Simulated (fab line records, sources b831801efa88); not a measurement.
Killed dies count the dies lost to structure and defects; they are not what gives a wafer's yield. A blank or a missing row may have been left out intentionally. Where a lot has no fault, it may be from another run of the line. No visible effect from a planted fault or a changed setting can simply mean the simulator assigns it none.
Code-filled problem report in 8D (eight disciplines) form -- flow gf180mcu -- the parts of the form that need people (team, actions taken, sign-off) are left out

## 1. WHAT IS WRONG
Mean SAB_CVD_00_THK at GF_SAB_THK_MEAS_01: 55.0 nm over 3 wafers in 2 lots; fault-free wafers: 50.2 nm, standard deviation 0.57. Relative to the usual mean, that is a shift of +8.4 standard deviations.
First seen on wafer L933.3, day 17 14:07, on filmMetro-01. Wafers with a number at this step in the record: 39, from 13 lots. Rule for "out", or "out of limits": more than 4 standard deviations from the usual mean. The rest of the wafers with a number are treated as sound.

## 2. WHAT IT IS AND WHAT IT IS NOT
question,is,is not
which readings at this step,SAB_CVD_00_THK,-
which lots,"L933, L935","L925, L927, L930, L931, L932, L934, L942, L943, L944, L945, L946"
which wafers of those lots,"L933.3, L933.4, L935.3","L933.1, L935.1, L935.6"
read on which gauges,filmMetro-01,"filmMetro-03, filmMetro-04"
when,from day 17 14:07,"up to then (16 sound wafers); but 20 sound wafers of L934, L935, L942, L943, L944, L945, L946 came after"

## 3. WHAT RULES OUT EACH SUSPECT
Counting: if a tool at a process step up to the reading ran every lot that is out, it stays a suspect. Sound lots after the first of them don't rule it out here, since some wafers of a struck lot are sound.
- the gauge at GF_SAB_THK_MEAS_01: kept. All the wafers that are out were read on filmMetro-01, and no step on other tools shows them out.
- pecvd-02 at GF_SAB_CVD_00 (deposits SiO2 from TEOS, target thk 50 nm, time 4.9302 s): kept. Ran every lot that is out, first one L933 (day 17 14:05); last sound lot up to then L932 (day 17 08:50).
- pecvd-02, GF_SAB_CVD_00: wafers that are out in chamber 0, sound lot-mates in chambers 1, 2.
Left after counting: pecvd-02 at GF_SAB_CVD_00, filmMetro-01 at GF_SAB_THK_MEAS_01.

## 4. THE CAUSE (what the simulator had put in)
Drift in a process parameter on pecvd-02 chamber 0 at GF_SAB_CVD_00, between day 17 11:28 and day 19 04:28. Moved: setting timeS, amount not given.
After counting, 2 suspects remain, this tool included.

## 5. THE EFFECT CHAIN, in route order
Each row: a reading where the mean over the struck wafers with a number is more than 3 standard deviations away from the usual. Scope: only readings with a usual standard deviation given in the record; hours: median across lots of the time from each lot's start at the first step in this table that gives one to its start at this step; sigmas: change in usual standard deviations.
hours,step,reading,usual,on struck wafers,change,sigmas
0,GF_SAB_THK_MEAS_01,SAB_CVD_00_THK,50.2 nm,55.0,+4.8,+8.4
Later measuring or inspecting steps at which every struck wafer that the step has a row for has a number for every such reading, and none has moved that far: GF_V2_BOW_MEAS_05.

## 6. HOW IT WOULD HAVE BEEN CAUGHT EARLIER
The first out-of-limits reading at a measuring or inspecting step in this record came at day 17 14:07, 3 hours after the fault's start at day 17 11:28.
No tool reading at GF_SAB_CVD_00 that has a usual standard deviation in the record was out on any struck wafer, so an alarm limit of 4 standard deviations on those readings would not have fired.
L935, from the lots that are out (2), started GF_SAB_CVD_00 on pecvd-02 later than day 17 14:07. Had the tool been put on hold then, it would have been spared.
